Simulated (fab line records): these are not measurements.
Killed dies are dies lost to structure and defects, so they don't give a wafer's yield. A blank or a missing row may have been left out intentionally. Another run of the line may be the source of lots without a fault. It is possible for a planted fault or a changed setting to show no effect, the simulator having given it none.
fab line records | flow sky130
[record] lots = 4 | wafers = 12 | lastDay = 51
route steps=708 shown VIA1@472 METAL2@483 VIA2@507 PAD_OPEN@708
lots with no fault: from the same line, run without faults
startH: hours from the record's opening day to when the first of the lot's shown wafers began | waitH: how many hours have passed since the lot's step before this one | " identical to the entry in the row above | L1.1+2: several wafers, shown together as one row | - value missing, or start not given | * or withheld: withheld | < > ~ a bound
route shown NAME@n: NAME is a module with steps in the file, n the number in the route of the first one | usual: the fault-free wafers' mean and standard deviation | same: alike in all rows | chamber/n: place in a boat | sites: readings site by site | _std_site: standard deviation of those values | _edge_site: mean of outer sites minus mean of inner sites | radiusMm: for every site, how far away it sits from the centre of the wafer | mask NAME#n: copy n | behind: the most recent tool/chamber to have shaped the wafer | hold: why the lot was held/for how many hours/how that ended | device: whichever transistor did not switch (one of n, p or np) | end of line: the route-end tests of the same wafers | step lacking rows: just its recipe | killed: dies lost to structure and defects at the first sort, not the wafer's yield | map: the dies of a wafer, with x for killed, . for not killed, _ for no die there
set.NAME: the setting that was run; set.NAME@STEP: the one run at that earlier step | model.NAME: the simulator's own value behind a step, which no gauge read
certain route steps with their lots: each step a table, each wafer a row
services: when a tool's chamber went out of use (startH, in hours from the record's first day, below 0 if earlier), for how many hours, and the reason
[[steps]]
[step SKY_VIA1_ETCH_14]
[recipe] chemistry = N2/H2 | target = BARC | ionEnergyEv = 200 | sourceW = 500 | biasW = 100 | pressureMtorr = 30 | n2FlowSccm = 100 | h2FlowSccm = 200 | stopOn = SiO2 | timeS = 45.9 | targetDepthA = 600
[step SKY_VIA1_ETCH_15]
[recipe] target = SiO2 | chemistry = C4F8/O2/Ar | targetDepthNm = 351 | stopOn = TiN | maskMaterial = KrF-thick | sourceW = 1500 | biasW = 1200 | pressureMtorr = 40 | c4f8FlowSccm = withheld | O2_flow_sccm = 6 | Ar_flow_sccm = 300 | timeS = 54
[step SKY_VIA1_STRIP_16]
[recipe] chemistry = O2/N2 | powerW = 1400 | pressureMtorr = 1500 | platenTempC = withheld | o2FlowSccm = 3000 | n2FlowSccm = 300 | overashFraction = 0.5
[step SKY_VIA1_STRIP_17]
[recipe] chemistry = postEtchResidueRemover | timeS = 1200 | tempC = 72.5
[step SKY_VIA1_CLEAN_18]
[recipe] chemistry = IPA | timeS = 180 | tempC = 25
[step SKY_VIA1_CLEAN_19]
[recipe] chemistry = O3/DIW | dry = n2Spin
[step SKY_VIA1_SPUTTER_20]
[recipe] material = TiN | targetThkNm = 20 | chamberPressurePa = 5 | powerW = 4000 | timeS = 80
[step SKY_VIA1_CVD_21]
[recipe] material = W | targetThkNm = 270 | timeS = 80.902 | tempC = 400 | pressureTorr = 40
[step SKY_VIA1_CMP_24]
[recipe] stopOn = SiO2 | tOverpolishS = 15 | downForcePsi = 3.5 | platenRpm = 60 | targetThkNm = 0 | padVelocityMS = 0.94248
[step SKY_METAL2_SPUTTER_00]
[recipe] material = Ti | targetThkNm = 15 | powerW = 3000 | timeS = 10 | chamberPressurePa = 0.4
[usual] throttleValvePct = 29.8/0.85
[same] timeS = 10
lot.wafer | tool          | chamber | startH | waitH | throttleValvePct
L910.4    | pvdSputter-02 | -       | 836.66 | 0.1   | 29.4
L910.5    | "             | -       | "      | "     | 30.3
L910.6    | "             | -       | "      | "     | 29.3
L913.1    | pvdSputter-02 | -       | 868.11 | 0.2   | 29.4
L913.2    | "             | -       | "      | "     | 30.4
L913.4    | "             | -       | "      | "     | 29.5
L914.2    | pvdSputter-02 | -       | 870.62 | 0.2   | 29.6
L914.5    | "             | -       | "      | "     | 29.5
L914.6    | "             | -       | "      | "     | 30.1
L929.2    | pvdSputter-01 | -       | 981.87 | 0.2   | 30.2
L929.3    | "             | -       | "      | "     | 28.6
L929.5    | "             | -       | "      | "     | 28.6
[step SKY_METAL2_SPUTTER_01]
[recipe] material = TiN | targetThkNm = 20 | powerW = 6500 | timeS = 16.7 | chamberPressurePa = 0.4
[step SKY_METAL2_SPUTTER_02]
[recipe] material = AlCu | targetThkNm = 250 | powerW = 10600 | timeS = 13.3 | chamberPressurePa = 0.4
[step SKY_METAL2_SPUTTER_03]
[recipe] material = Ti | targetThkNm = 5 | powerW = 3000 | timeS = 3.3 | chamberPressurePa = 0.4
[step SKY_METAL2_SPUTTER_04]
[recipe] material = TiN | targetThkNm = 70 | powerW = 6500 | timeS = 58.3 | chamberPressurePa = 0.4
[step SKY_METAL2_DEHYDRATE_07]
[recipe] tempC = 200 | timeS = 60
[step SKY_METAL2_HMDS_08]
[recipe] primeTimeS = 60 | primeTempC = 120
[step SKY_METAL2_COAT_09]
[recipe] resist = BARC | tempC = withheld | timeS = withheld | spinRpm = 3000 | resistThkNm = 60
[step SKY_METAL2_COAT_10]
[recipe] resist = KrF-thick | spinRpm = 3000 | resistThkNm = 450
[step SKY_METAL2_SOFTBAKE_11]
[recipe] tempC = 100 | timeS = 90 | resist = KrF-thick
[step SKY_METAL2_EXPOSE_12]
[recipe] maskId = MM2 | na = 0.8 | sourceShape = annular | sigmaInner = 0.55 | sigmaOuter = 0.85 | targetCdNm = 140 | doseMj = 28
[step SKY_METAL2_PEB_13]
[recipe] pebTempC = withheld | pebTimeS = withheld | resist = KrF-thick
[step SKY_METAL2_DEVELOP_14]
[recipe] developTimeS = 60 | resist = KrF-thick | devTempC = 21
[step SKY_METAL2_DESCUM_17]
[recipe] chemistry = O2 | sourcePowerW = 150 | biasPowerW = 0 | pressureMtorr = 10 | tempC = 40 | timeS = 8
[step SKY_METAL2_ETCH_18]
[recipe] chemistry = N2/H2 | target = BARC | ionEnergyEv = 200 | biasW = 100 | pressureMtorr = 30 | n2FlowSccm = 100 | h2FlowSccm = 200 | icpW = 500 | stopOn = SiO2 | timeS = 45.9 | targetDepthA = 600
[step SKY_METAL2_METAL_ETCH_19]
[recipe] targetDepthA = 3600 | stopOn = SiO2 | overEtchFrac = 0.3 | timeS = 78 | chemistry = Cl2/BCl3 | resistSidewallDeg = 88 | pressureMtorr = 10 | icpW = 900 | biasW = 48.5 | Cl2_flow_sccm = 60 | bcl3FlowSccm = 30
[step SKY_METAL2_STRIP_20]
[recipe] chemistry = O2/N2 | powerW = 1400 | pressureMtorr = 1500 | platenTempC = withheld | o2FlowSccm = 3000 | n2FlowSccm = 300 | overashFraction = 0.5
[step SKY_METAL2_STRIP_21]
[recipe] chemistry = postEtchResidueRemover | timeS = 1200 | tempC = 72.5
[step SKY_METAL2_CLEAN_22]
[recipe] chemistry = IPA | timeS = 180 | tempC = 25
[step SKY_METAL2_CLEAN_23]
[recipe] chemistry = O3/DIW | dry = n2Spin
[step SKY_VIA2_HDPCVD_00]
[recipe] material = SiO2 | targetThkNm = 1180 | sigmaOpenFrac = 0.3 | timeS = 196.7 | tempC = 400 | sih4FlowSccm = 60 | pressureMtorr = 6
[step SKY_VIA2_CMP_02]
[recipe] material = SiO2 | downForcePsi = 4 | platenRpm = 60 | padVelocityMS = 0.94248
[step SKY_VIA2_DEHYDRATE_04]
[recipe] tempC = 200 | timeS = 60
[step SKY_VIA2_HMDS_05]
[recipe] primeTimeS = 60 | primeTempC = 120
[step SKY_PAD_OPEN_PROBE_99]
[usual] defectLimitedYield = 82.4/1.8 | killed_at_M0_to_M3 = 43/6.6 | killed_at_M4_up = 3.1/1.9 | killedAtContacts = 24/5.2 | killedAtFrontEnd = 16/4.5 | killedAtOther = 0.4/0.62 | killedDies = 87/9 | killedOpen = 48/7 | killedShort = 39/6.2 | sort_bin_3_pad_short = 0.9/0.44 | sort_bin_5_function = 10.3/1.3 | sort_bin_6_memory = 6.5/1.1 | sortNPass = 405/9 | sortYieldPct = 82.4/1.8
[same] grossDies = 492 | killedAtBackSide = 0 | sort_bin_4_leakage[%] = 0 | sort_bin_8_speed[%] = 0
lot.wafer | tool      | chamber | startH  | waitH | defectLimitedYield[%] | killed_at_M0_to_M3 | killed_at_M4_up | killedAtContacts | killedAtFrontEnd | killedAtOther | killedDies | killedOpen | killedShort | sort_bin_3_pad_short[%] | sort_bin_5_function[%] | sort_bin_6_memory[%] | sortNPass | sortYieldPct[%] | model.etest.tester.sortNPass | model.etest.tester.sortYieldPct | model.etest.tester.sort_bin_5_pct | model.etest.tester.sort_bin_3_pct
L913.1    | prober-01 | -       | 1140.95 | 0.1   | 75.6                  | 86                 | 3               | 20               | 10               | 1             | 120        | 32         | 35          | 3.9                     | 14.6                   | 5.9                  | 372       | 75.6            | 372                          | 75.61                           | 14.63                             | 3.862
L913.2    | prober-01 | -       | 1141.00 | 0.1   | 74.0                  | 79                 | 3               | 27               | 19               | 0             | 128        | 64         | 30          | 3.3                     | 14.6                   | 8.1                  | 364       | 74.0            | 364                          | 73.98                           | 14.63                             | 3.252
L913.4    | prober-01 | -       | 1141.10 | 0.2   | 71.1                  | 97                 | 2               | 27               | 16               | 0             | 142        | 45         | 39          | 2.6                     | 18.3                   | 7.9                  | 350       | 71.1            | 350                          | 71.14                           | 18.29                             | 2.642
L914.2    | prober-01 | -       | 1143.21 | 0.1   | 70.9                  | 103                | 4               | 20               | 16               | 0             | 143        | 48         | 37          | 3.3                     | 19.7                   | 6.1                  | 349       | 70.9            | 349                          | 70.94                           | 19.72                             | 3.252
L914.5    | prober-01 | -       | 1143.36 | 0.2   | 71.3                  | 95                 | 1               | 22               | 22               | 1             | 141        | 49         | 37          | 3.9                     | 17.3                   | 7.5                  | 351       | 71.3            | 351                          | 71.34                           | 17.28                             | 3.862
L914.6    | prober-01 | -       | 1143.41 | 0.2   | 75.4                  | 67                 | 5               | 24               | 24               | 1             | 121        | 50         | 39          | 2.4                     | 16.3                   | 5.9                  | 371       | 75.4            | 371                          | 75.41                           | 16.26                             | 2.439
L929.2    | prober-01 | -       | 1219.16 | 0.1   | 84.6                  | 38                 | 2               | 18               | 18               | 0             | 76         | 44         | 31          | 0.6                     | 9.1                    | 5.7                  | 416       | 84.6            | 416                          | 84.55                           | 9.146                             | 0.6098
L929.3    | prober-01 | -       | 1219.21 | 0.2   | 79.5                  | 53                 | 3               | 27               | 18               | 0             | 101        | 52         | 49          | 1.6                     | 10.8                   | 8.1                  | 391       | 79.5            | 391                          | 79.47                           | 10.77                             | 1.626
L929.5    | prober-01 | -       | 1219.31 | 0.2   | 82.9                  | 41                 | 6               | 19               | 18               | 0             | 84         | 37         | 47          | 0.8                     | 10.2                   | 6.1                  | 408       | 82.9            | 408                          | 82.93                           | 10.16                             | 0.813
// killed by level:class
L913.1 METAL2:unspecified=53 METAL1:geometricParticle:short=8 CONTACT:geometricParticle:open=7 VIA1:geometricParticle:open=7 LOCAL_INTERCONNECT:geometricParticle:short=6 LI_CONTACT:geometricParticle:open=4 VIA3:geometricParticle:open=4 FIELD_ISO:geometricParticle:short=3
L913.2 METAL2:unspecified=34 VIA3:geometricParticle:open=11 LI_CONTACT:geometricParticle:open=9 CONTACT:geometricParticle:open=8 VIA1:geometricParticle:open=8 VIA2:geometricParticle:open=7 FIELD_ISO:geometricParticle:open=5 POLY_GATE:geometricParticle:open=5
L913.4 METAL2:unspecified=58 CONTACT:geometricParticle:open=16 VIA1:geometricParticle:open=11 METAL2:geometricParticle:short=7 FIELD_ISO:geometricParticle:short=6 METAL1:geometricParticle:short=6 LI_CONTACT:geometricParticle:open=5 FIELD_ISO:geometricParticle:open=4
L914.2 METAL2:unspecified=58 VIA1:geometricParticle:open=12 CONTACT:geometricParticle:open=6 VIA2:geometricParticle:open=6 FIELD_ISO:geometricParticle:short=5 FIELD_ISO:geometricParticle:open=5 VIA2:geometricParticle:short=5 METAL2:geometricParticle:short=5
L914.5 METAL2:unspecified=54 FIELD_ISO:geometricParticle:open=8 VIA1:geometricParticle:open=7 VIA2:geometricParticle:open=7 LI_CONTACT:geometricParticle:open=6 CONTACT:geometricParticle:open=6 VIA3:geometricParticle:open=5 LOCAL_INTERCONNECT:geometricParticle:short=5
L914.6 METAL2:unspecified=32 VIA1:geometricParticle:open=9 CONTACT:geometricParticle:open=9 FIELD_ISO:geometricParticle:open=8 LI_CONTACT:geometricParticle:open=8 POLY_GATE:geometricParticle:short=5 POLY_GATE:geometricParticle:open=5 CONTACT:geometricParticle:short=5
L929.2 VIA1:geometricParticle:open=11 LI_CONTACT:geometricParticle:open=9 VIA2:geometricParticle:open=8 FIELD_ISO:geometricParticle:short=5 POLY_GATE:geometricParticle:short=5 METAL2:geometricParticle:short=4 VIA1:geometricParticle:short=4 LOCAL_INTERCONNECT:geometricParticle:short=3
L929.3 CONTACT:geometricParticle:open=10 METAL2:geometricParticle:short=9 VIA1:geometricParticle:open=8 VIA3:geometricParticle:open=8 VIA3:geometricParticle:short=7 LI_CONTACT:geometricParticle:open=5 METAL1:geometricParticle:short=5 VIA2:geometricParticle:open=5
L929.5 CONTACT:geometricParticle:open=8 VIA2:geometricParticle:open=7 VIA1:geometricParticle:open=6 CONTACT:geometricParticle:short=6 METAL1:geometricParticle:short=6 VIA3:geometricParticle:open=6 POLY_GATE:geometricParticle:short=5 POLY_GATE:geometricParticle:open=5
// map L913.4 (x killed, . not)
__________.........._________
________...x.x..x....._______
______xx.....x....x....x_____
_____...................x____
____.........x............___
___....x..x........x....x.x__
__xx.x.......xx...xx..x....._
_......x.....xx...x..x.....x.
_.....xx..xxxxxxx.x.......xxx
_x...x.x.xxxxxxxxxx..........
_........xxxxxxxxx..x...x....
_.........xxxxxxxxx..xx......
_.......xxxxxxxxxx.....x....x
_......x.x.xxxx.xx.....x..x.x
_.xx...xx..xx.xxx..x.x.......
__..x.....x.xx.x....xx.x...._
___....x.......x...........__
____.........x.......xxx..___
_____.xx..........x..xx..____
______......x.x...x....._____
________..xx......xx.x_______
__________x..xx...x._________
// map L914.2 (x killed, . not)
__________x....x.x.._________
________....x........._______
______.................._____
_____.x.x..x...........x.____
____...x...........x.x....___
___...x.....x......xx......__
__xx......x...xx....x...x..._
_........xxxxx.xxx..x......x.
_x..x...xxxxxxxxxxxx...x..x..
_...x..x.xxxxxxxxxxx.........
_......xxxxxxxxxx....x.......
_x....x.xxxxxxxxxxx......x.x.
_.......xxxxxxxxxx.x..xx..x..
_.x....x.xxxxxxx.............
_.......x..xx.xx.x...x...x...
__x............xx.x........._
___......xx..x....x........__
____x.x.x.............xx..___
_____x...x.....x.........____
______..x..x......x....._____
________........x....._______
__________..x.x.xx.x_________
[[services]]
tool          | chamber | startH | hours | kind
pvdSputter-01 | -       | 815.64 | 29.9  | repair
pvdSputter-02 | -       | 819.87 | 9.2   | repair
pvdSputter-02 | -       | 825.27 | 1.7   | repair
pvdSputter-02 | 3       | 928.43 | -     | consumableReplace:kit
pvdSputter-02 | 3       | 928.43 | 18.0  | scheduledDown
pvdSputter-02 | 3       | 928.43 | 18.0  | ventCycle
pvdSputter-01 | 3       | 971.15 | -     | consumableReplace:kit
pvdSputter-01 | 3       | 971.15 | 18.0  | scheduledDown
pvdSputter-01 | 3       | 971.15 | 18.0  | ventCycle
pvdSputter-02 | -       | 979.68 | 1.3   | repair
[[key]]
[firstSign] step = SKY_PAD_OPEN_PROBE_99 | reading = killed_at_M0_to_M3 | direction = up | sigmas = 6.9 | usual = 43 | struck = 88
[effect] step = SKY_PAD_OPEN_PROBE_99 | reading = sort_bin_3_pad_short | direction = up | sigmas = 5.3 | usual = 0.9 | struck = 3.2
[modelEffect] step = SKY_PAD_OPEN_PROBE_99 | value = etest.tester.sortNPass | without = 401.3 | struck = 359.5
metAt SKY_METAL2_SPUTTER_00
struckWafers L913.1,L913.2,L913.4,L914.2,L914.5,L914.6
onsetBetween 836.66 868.11
[fault] kind = chamberParticleSource | tool = pvdSputter-02 | chamber = - | onsetH = 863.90 | steps = SKY_METAL2_SPUTTER_00 | ratePerVisitCm2 = 0.99729 | endH = 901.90
